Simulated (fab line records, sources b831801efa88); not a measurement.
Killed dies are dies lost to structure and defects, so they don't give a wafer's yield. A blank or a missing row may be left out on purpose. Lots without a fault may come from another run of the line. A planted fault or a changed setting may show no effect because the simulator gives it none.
A struck lot beside a sound one | flow sky130 | 44 steps out of a route of 708
Sound: wafers L921.1, L921.2, L921.4. Struck: wafer L934.2. (L934.5 of the same lot was not struck and is left out.) The cause comes at the end.
At each step with rows: each side's tool, then ch and its chambers, then its first start. Under that, the readings that differ: sound wafers | struck wafers | difference of the means | sigmas: that difference in standard deviations of wafers without a fault.
alike: readings whose means differ by less than 2 such deviations, and words and numbers that are the same on both sides. not compared: withheld readings, readings that some wafer has no value for, bounds like >300 that may hide the same value, and numbers for which the record gives no deviation and whose values overlap.
The two part at a step that has a row with sigmas, a row that says differs or no value, or rows on one side only. Numbers that don't overlap but have no deviation are shown without sigmas and don't part them. A reading that every wafer of one side lacks parts them only if that side has two wafers or more.

SKY_VIA2_SPUTTER_20: material TiN, target thk 20 nm, time 80 s.
  sound on pvd_sputter-04, day 36 15:13; struck on pvd_sputter-04, day 40 18:08
  alike: throttle_valve_pct
then, 1 step without rows for these wafers: SKY_VIA2_CVD_21 (deposits W, target thk 420 nm, time 126.4 s).
SKY_VIA2_RS_MEAS_22: measures by four-point-probe.
  sound on film_metro-01, day 36 15:24; struck on film_metro-04, day 40 18:20
  alike: VIA2_W_RS
SKY_VIA2_THK_MEAS_23: measures by xrf.
  sound on film_metro-01, day 36 15:31; struck on film_metro-04, day 40 18:27
  alike: VIA2_W_THK
then, 2 steps without rows for these wafers: SKY_VIA2_CMP_24 (polishes, stops on SiO2, t overpolish 20 s, target thk 0 nm); SKY_METAL3_SPUTTER_00 (material Ti, target thk 15 nm, time 10 s).
SKY_METAL3_SPUTTER_01: material TiN, target thk 20 nm, time 16.7 s.
  sound on pvd_sputter-01, day 36 15:54; struck on pvd_sputter-01, day 40 18:49
  alike: throttle_valve_pct
SKY_METAL3_SPUTTER_02: material AlCu, target thk 735 nm, time 39.1 s.
  sound on pvd_sputter-01, day 36 15:55; struck on pvd_sputter-01, day 40 18:51
  alike: throttle_valve_pct
then, 3 steps without rows for these wafers: SKY_METAL3_SPUTTER_03 (material Ti, target thk 5 nm, time 3.3 s); SKY_METAL3_SPUTTER_04 (material TiN, target thk 70 nm, time 58.3 s); SKY_CAPM_CVD_00 (deposits SiO2, target thk 15.5 nm).
SKY_CAPM_THK_MEAS_01:
  sound on film_metro-04, day 36 16:04; struck on film_metro-04, day 40 18:59
  alike: CAPM_CVD_00_THK
SKY_CAPM_SPUTTER_02: material TiN, target thk 200 nm, time 166.7 s.
  sound on pvd_sputter-04, day 36 16:07; struck on pvd_sputter-03, day 40 19:02
  alike: throttle_valve_pct
  not compared: model.TiN_of_CAPM_SPUTTER_02.thk_nm
SKY_CAPM_RS_MEAS_03: measures by four-point-probe.
  sound on film_metro-03, day 36 16:14; struck on film_metro-03, day 40 19:10
  alike: CAPM_TIN_RS
SKY_CAPM_THK_MEAS_04: measures by xrf.
  sound on film_metro-03, day 36 16:21; struck on film_metro-03, day 40 19:16
  alike: CAPM_TIN_THK
then, 7 steps without rows for these wafers: SKY_CAPM_DEHYDRATE_05 (time 60 s); SKY_CAPM_HMDS_06 (prime time 60 s); SKY_CAPM_COAT_07 (resist thk 1140 nm); SKY_CAPM_SOFTBAKE_08 (time 60 s); SKY_CAPM_EXPOSE_09 (exposes mask CAPM, target cd 1000 nm); SKY_CAPM_PEB_10; SKY_CAPM_DEVELOP_11 (develop time 60 s).
SKY_CAPM_OVL_MEAS_12:
  sound on overlay-01, day 37 18:01; struck on overlay-01, day 41 17:53
  alike: CAPM_OVL
SKY_CAPM_METAL_ETCH_13: etches TiN in Cl2/BCl3, stops on SiO2, target depth 220 nm, time 62.9 s.
  sound on rie_metal-04 ch 0,1, day 37 18:04; struck on rie_metal-01 ch 1, day 41 17:55
  alike: bcl3_flow_sccm, drypump_motor_current_A, oes_product_au, throttle_valve_pct
  not compared: rf_hours_counter_h, model.CAPM.feature_depth_nm, model.etch.depth_nm
SKY_CAPM_STRIP_14: strips in O2/N2.
  sound on plasma_asher-02 ch 0,1, day 37 18:08; struck on plasma_asher-03 ch 0, day 41 18:00
  alike: drypump_motor_current_A, oes_product_au, strip_time_to_endpoint_s
  not compared: rf_hours_counter_h
then, 11 steps without rows for these wafers: SKY_CAPM_STRIP_15 (strips in post etch residue remover, time 1200 s); SKY_CAPM_CLEAN_16 (cleans in IPA, time 180 s); SKY_CAPM_CLEAN_17 (cleans in O3/DIW); SKY_METAL3_DEHYDRATE_05 (time 60 s); SKY_METAL3_HMDS_06 (prime time 60 s); SKY_METAL3_COAT_07 (resist thk 60 nm); SKY_METAL3_COAT_08 (resist thk 1140 nm); SKY_METAL3_SOFTBAKE_09 (time 90 s); SKY_METAL3_EXPOSE_10 (exposes mask MM3, target cd 300 nm); SKY_METAL3_PEB_11; SKY_METAL3_DEVELOP_12 (develop time 60 s).
SKY_METAL3_CD_MEAS_13: target cd 300 nm.
  sound on cd_sem-02, day 38 19:49; struck on cd_sem-02, day 42 18:08
  alike: cd_nm
SKY_METAL3_OVL_MEAS_14:
  sound on overlay-01, day 38 19:56; struck on overlay-01, day 42 18:14
  alike: METAL3_OVL
then, 1 step without rows for these wafers: SKY_METAL3_DESCUM_15 (chemistry O2, time 8 s).
SKY_METAL3_ETCH_16: etches BARC in N2/H2, stops on SiO2, time 88.2 s, target depth 60 nm.
  sound on rie_metal-01 ch 0, day 38 20:02; struck on rie_metal-01 ch 1, day 42 18:19
  alike: drypump_motor_current_A, oes_product_au, throttle_valve_pct
  not compared: rf_hours_counter_h
then, 2 steps without rows for these wafers: SKY_METAL3_ETCH_17 (etches SiO2 in C4F8/O2/Ar, stops on TiN, time 3.9 s, target depth 15 nm); SKY_METAL3_METAL_ETCH_18 (etches the open film in Cl2/BCl3, stops on SiO2, target depth 845 nm, time 183.1 s).
SKY_METAL3_STRIP_20: strips in post etch residue remover, time 1200 s.
  sound on wet_bench-02 ch 3, day 38 20:32; struck on wet_bench-03 ch 2, day 42 18:42
  not compared: model.TiN_of_CAPM_SPUTTER_02.thk_nm
-- the record jumps here: 7 days lie between the struck wafers' starts before and after (it left off in module METAL3 and takes up again in module PAD_OPEN, whose first step shown is number 708 of the route) --
SKY_PAD_OPEN_PROBE_99:
  sound on prober-02, day 46 01:33; struck on prober-02, day 49 07:00
  alike: defect_limited_yield, killed_at_M0_to_M3, killed_at_M4_up, killed_at_contacts, killed_at_front_end, killed_at_other, killed_dies, killed_open, killed_short, sort_bin_3_pad_short, sort_bin_5_function, sort_bin_6_memory, sort_n_pass, sort_yield_pct
  not compared: model.etest.cap_mim.plate_ohm_sq

WHERE THEY PART
Nowhere in this record.

WHY: what the simulator had put in
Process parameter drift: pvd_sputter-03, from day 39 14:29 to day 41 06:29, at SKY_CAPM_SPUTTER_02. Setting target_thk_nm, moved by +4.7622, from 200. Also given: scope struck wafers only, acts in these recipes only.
